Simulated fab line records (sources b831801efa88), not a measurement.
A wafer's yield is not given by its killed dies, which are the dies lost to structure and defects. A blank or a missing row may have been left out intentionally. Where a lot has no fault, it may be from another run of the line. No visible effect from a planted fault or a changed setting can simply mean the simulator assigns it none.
Which tool was responsible? :: flow sky130 :: 14 lots with 40 wafers sampled at 4 steps, on a route of 708 steps

WHAT THE GAUGES SHOWED, per wafer
SKY_FIELD_ISO_THK_MEAS_04. Usual: for FIELD_ISO_CVD_03_THK the level is 165.2 nm and the standard deviation is 1.7.
lot: L999
measured: day 1 17:13
on: film metro-02
FIELD_ISO_CVD_03_THK (nm): 162.7 162.8 161.9
flag: 

lot: L101
measured: day 2 00:22
on: film metro-02
FIELD_ISO_CVD_03_THK (nm): 164.8 165.3 164.5
flag: 

lot: L102
measured: day 2 07:39
on: film metro-01
FIELD_ISO_CVD_03_THK (nm): 169.3 167.8 169.3
flag: 

lot: L103
measured: day 2 10:41
on: film metro-01
FIELD_ISO_CVD_03_THK (nm): 166.4 165.5 166.0
flag: 

lot: L104
measured: day 2 14:30
on: film metro-04
FIELD_ISO_CVD_03_THK (nm): 168.1 166.9 166.5
flag: 

lot: L105
measured: day 2 21:07
on: film metro-04
FIELD_ISO_CVD_03_THK (nm): 164.0 165.2 163.2
flag: 

lot: L108
measured: day 3 10:29
on: film metro-02
FIELD_ISO_CVD_03_THK (nm): 165.6 165.5 165.7
flag: 

lot: L109
measured: day 3 16:22
on: film metro-04
FIELD_ISO_CVD_03_THK (nm): 164.5 165.0 165.3
flag: 

lot: L110
measured: day 3 20:29
on: film metro-01
FIELD_ISO_CVD_03_THK (nm): 164.5 164.0 165.7
flag: 

lot: L111
measured: day 4 01:38
on: film metro-02
FIELD_ISO_CVD_03_THK (nm): 165.9 165.0 166.0
flag: 

lot: L112
measured: day 4 07:31
on: film metro-02
FIELD_ISO_CVD_03_THK (nm): 166.5 165.9 167.1
flag: 

lot: L113
measured: day 4 13:13
on: film metro-01
FIELD_ISO_CVD_03_THK (nm): 166.1 165.9 166.3
flag: 

lot: L119
measured: day 5 19:16
on: film metro-04
FIELD_ISO_CVD_03_THK (nm): 164.2 164.0
flag: 

lot: L120
measured: day 5 23:39
on: film metro-04
FIELD_ISO_CVD_03_THK (nm): 163.1 163.6
flag: 

SKY_FIELD_ISO_THK_MEAS_23. Usual: for FIELD_ISO_OXIDATION_01_THK the level is 10.03 nm and the standard deviation is 0.18.
lot: L999
measured: day 2 09:14
on: film metro-02
FIELD_ISO_OXIDATION_01_THK (nm): 9.75 9.96 10.14
flag: 

lot: L101
measured: day 2 16:21
on: film metro-01
FIELD_ISO_OXIDATION_01_THK (nm): 9.95 9.96 9.88
flag: 

lot: L102
measured: day 3 00:43
on: film metro-01
FIELD_ISO_OXIDATION_01_THK (nm): 9.70 9.77 9.57
flag: 

lot: L103
measured: day 3 04:49
on: film metro-02
FIELD_ISO_OXIDATION_01_THK (nm): 9.99 10.00 9.88
flag: 

lot: L104
measured: day 3 08:05
on: film metro-01
FIELD_ISO_OXIDATION_01_THK (nm): 9.74 9.85 9.83
flag: 

lot: L105
measured: day 3 15:36
on: film metro-01
FIELD_ISO_OXIDATION_01_THK (nm): 9.87 9.80 9.95
flag: 

lot: L108
measured: day 4 06:16
on: film metro-02
FIELD_ISO_OXIDATION_01_THK (nm): 10.21 10.06 10.10
flag: 

lot: L109
measured: day 4 10:32
on: film metro-04
FIELD_ISO_OXIDATION_01_THK (nm): 10.23 10.26 10.26
flag: 

lot: L110
measured: day 4 18:32
on: film metro-02
FIELD_ISO_OXIDATION_01_THK (nm): 9.97 9.87 9.95
flag: 

lot: L111
measured: day 4 21:50
on: film metro-01
FIELD_ISO_OXIDATION_01_THK (nm): 10.05 10.01 10.30
flag: 

lot: L112
measured: day 5 03:30
on: film metro-04
FIELD_ISO_OXIDATION_01_THK (nm): 9.94 9.85 9.83
flag: 

lot: L113
measured: day 5 09:57
on: film metro-04
FIELD_ISO_OXIDATION_01_THK (nm): 9.96 9.86 9.81
flag: 

lot: L119
measured: day 6 19:34
on: film metro-01
FIELD_ISO_OXIDATION_01_THK (nm): 10.18 10.28
flag: 

lot: L120
measured: day 6 23:39
on: film metro-01
FIELD_ISO_OXIDATION_01_THK (nm): 10.30 10.22
flag: 

SKY_LDD_P_CD_MEAS_07: the cd target is 380 nm. Usual: 380.0 nm for cd nm, sd 2.1.
lot: L999
measured: day 18 23:01
on: cd sem-01
cd nm (nm): 379.3 380.8 382.1
flag: 

lot: L101
measured: day 19 11:33
on: cd sem-01
cd nm (nm): 381.3 386.3 382.3
flag: 

lot: L102
measured: day 20 04:20
on: cd sem-01
cd nm (nm): 377.8 377.8 377.6
flag: 

lot: L103
measured: day 20 10:15
on: cd sem-02
cd nm (nm): 380.4 383.0 378.7
flag: 

lot: L104
measured: day 21 07:50
on: cd sem-01
cd nm (nm): 375.9 378.6 378.3
flag: 

lot: L105
measured: day 21 10:47
on: cd sem-02
cd nm (nm): 381.4 379.4 379.6
flag: 

lot: L108
measured: day 22 11:35
on: cd sem-01
cd nm (nm): 378.9 379.9 377.5
flag: 

lot: L109
measured: day 22 15:08
on: cd sem-02
cd nm (nm): 380.2 382.9 381.6
flag: 

lot: L110
measured: day 23 04:46
on: cd sem-02
cd nm (nm): 383.4 386.0 383.5
flag: 

lot: L111
measured: day 23 10:52
on: cd sem-01
cd nm (nm): 377.0 379.7 376.5
flag: 

lot: L112
measured: day 23 23:08
on: cd sem-01
cd nm (nm): 379.8 379.4 379.7
flag: 

lot: L113
measured: day 24 04:50
on: cd sem-02
cd nm (nm): 378.1 379.7 378.5
flag: 

lot: L119
measured: day 26 09:00
on: cd sem-01
cd nm (nm): 380.0 380.3
flag: 

lot: L120
measured: day 26 16:41
on: cd sem-01
cd nm (nm): 380.2 377.6
flag: 

TOOL THAT RAN EACH LOT (tool first, then ch and the chambers of the sampled wafers, then the start)
lot: L999
SKY_FIELD_ISO_ETCH_17: rie si-02 ch 2,3, day 2 07:23

lot: L101
SKY_FIELD_ISO_ETCH_17: rie si-02 ch 1,2,3, day 2 14:46

lot: L102
SKY_FIELD_ISO_ETCH_17: rie si-01 ch 0,1,3, day 2 23:11

lot: L103
SKY_FIELD_ISO_ETCH_17: rie si-02 ch 1,3, day 3 02:36

lot: L104
SKY_FIELD_ISO_ETCH_17: rie si-02 ch 0,1,3, day 3 06:32

lot: L105
SKY_FIELD_ISO_ETCH_17: rie si-01 ch 0,2,3, day 3 13:00

lot: L108
SKY_FIELD_ISO_ETCH_17: rie si-02 ch 0,2,3, day 4 03:06

lot: L109
SKY_FIELD_ISO_ETCH_17: rie si-02 ch 0,1, day 4 09:01

lot: L110
SKY_FIELD_ISO_ETCH_17: rie si-01 ch 0,1,2, day 4 13:33

lot: L111
SKY_FIELD_ISO_ETCH_17: rie si-02 ch 0,1,2, day 4 18:35

lot: L112
SKY_FIELD_ISO_ETCH_17: rie si-01 ch 1,2,3, day 5 00:50

lot: L113
SKY_FIELD_ISO_ETCH_17: rie si-01 ch 1,2, day 5 07:15

lot: L119
SKY_FIELD_ISO_ETCH_17: rie si-02 ch 2,3, day 6 15:02

lot: L120
SKY_FIELD_ISO_ETCH_17: rie si-02 ch 0,1, day 6 19:36
- SKY_FIELD_ISO_ETCH_17: etches Si in HBr/Cl2/O2, target depth 342 nm, time 97.7 s.

WHAT THE TOOLS THEMSELVES READ (means of the sampled wafers that have a number; where no wafer has one, the mark that the record gives instead)
SKY_FIELD_ISO_ETCH_17. Usual: drypump motor current A 5.7 A, standard deviation 0.4; oes product au 1.003 a.u., standard deviation 0.007; run length s 126.0 s, standard deviation 0.39; throttle valve pct 25.654 %, standard deviation 0.009.
lot: L999
tool: rie si-02
drypump motor current A (A): 5.6
oes product au (a.u.): 0.999
run length s (s): 126.0
throttle valve pct (%): 25.652
flag: 

lot: L101
tool: rie si-02
drypump motor current A (A): 5.7
oes product au (a.u.): 1.007
run length s (s): 126.2
throttle valve pct (%): 25.650
flag: 

lot: L102
tool: rie si-01
drypump motor current A (A): 5.6
oes product au (a.u.): 1.001
run length s (s): 126.2
throttle valve pct (%): 25.650
flag: 

lot: L103
tool: rie si-02
drypump motor current A (A): 5.8
oes product au (a.u.): 1.007
run length s (s): 126.2
throttle valve pct (%): 25.652
flag: 

lot: L104
tool: rie si-02
drypump motor current A (A): 5.6
oes product au (a.u.): 0.997
run length s (s): 126.2
throttle valve pct (%): 25.660
flag: 

lot: L105
tool: rie si-01
drypump motor current A (A): 5.9
oes product au (a.u.): 1.006
run length s (s): 125.9
throttle valve pct (%): 25.656
flag: 

lot: L108
tool: rie si-02
drypump motor current A (A): 5.6
oes product au (a.u.): 1.007
run length s (s): 125.8
throttle valve pct (%): 25.661
flag: 

lot: L109
tool: rie si-02
drypump motor current A (A): 5.9
oes product au (a.u.): 1.004
run length s (s): 125.9
throttle valve pct (%): 25.659
flag: 

lot: L110
tool: rie si-01
drypump motor current A (A): 5.6
oes product au (a.u.): 1.008
run length s (s): 125.7
throttle valve pct (%): 25.660
flag: 

lot: L111
tool: rie si-02
drypump motor current A (A): 5.9
oes product au (a.u.): 0.999
run length s (s): 126.0
throttle valve pct (%): 25.661
flag: 

lot: L112
tool: rie si-01
drypump motor current A (A): 5.7
oes product au (a.u.): 0.998
run length s (s): 126.1
throttle valve pct (%): 25.664
flag: 

lot: L113
tool: rie si-01
drypump motor current A (A): 5.7
oes product au (a.u.): 1.006
run length s (s): 126.4
throttle valve pct (%): 25.647
flag: 

lot: L119
tool: rie si-02
drypump motor current A (A): 5.5
oes product au (a.u.): 1.010
run length s (s): 119.1
throttle valve pct (%): 25.653
flag: OFF

lot: L120
tool: rie si-02
drypump motor current A (A): 5.8
oes product au (a.u.): 1.008
run length s (s): 119.2
throttle valve pct (%): 25.643
flag: OFF

THE ANSWER, worked out from the rows above alone
Rule: lot off if the mean of its wafers having a number is beyond 3 standard deviations from the usual mean. Also off: a lot with no number at a reading for which 4 or more lots have one. The other lots that the step has rows for count as sound. The gauges are gone through in route order, then the tools' own readings, and for those a lot's mean is taken as printed above. The first step at which some lot is off is used, and at that step the reading that is off furthest; a lot without a number counts as furthest.
Off, at SKY_FIELD_ISO_ETCH_17 on run length s: L119, L120.
If a tool, at that step or one of the process steps before it, ran each lot that is off and ran no sound lot following the first of them, it fits. One fits: rie si-02 at SKY_FIELD_ISO_ETCH_17. A fault onset in the window from L111 (day 4 18:35, its last sound lot) to L119 (day 6 15:02, its first lot off) fits.
The tool's own readings at SKY_FIELD_ISO_ETCH_17 bear it out: on the lots that are off they differ by more than 5 times the standard deviation of the sound lots' means. run length s reads 119.2 s there against 126.0 s on the sound lots.

WHAT WAS PUT IN BY THE SIMULATOR
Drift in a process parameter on rie si-02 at SKY_FIELD_ISO_ETCH_17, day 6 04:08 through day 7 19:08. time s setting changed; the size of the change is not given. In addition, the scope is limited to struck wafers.
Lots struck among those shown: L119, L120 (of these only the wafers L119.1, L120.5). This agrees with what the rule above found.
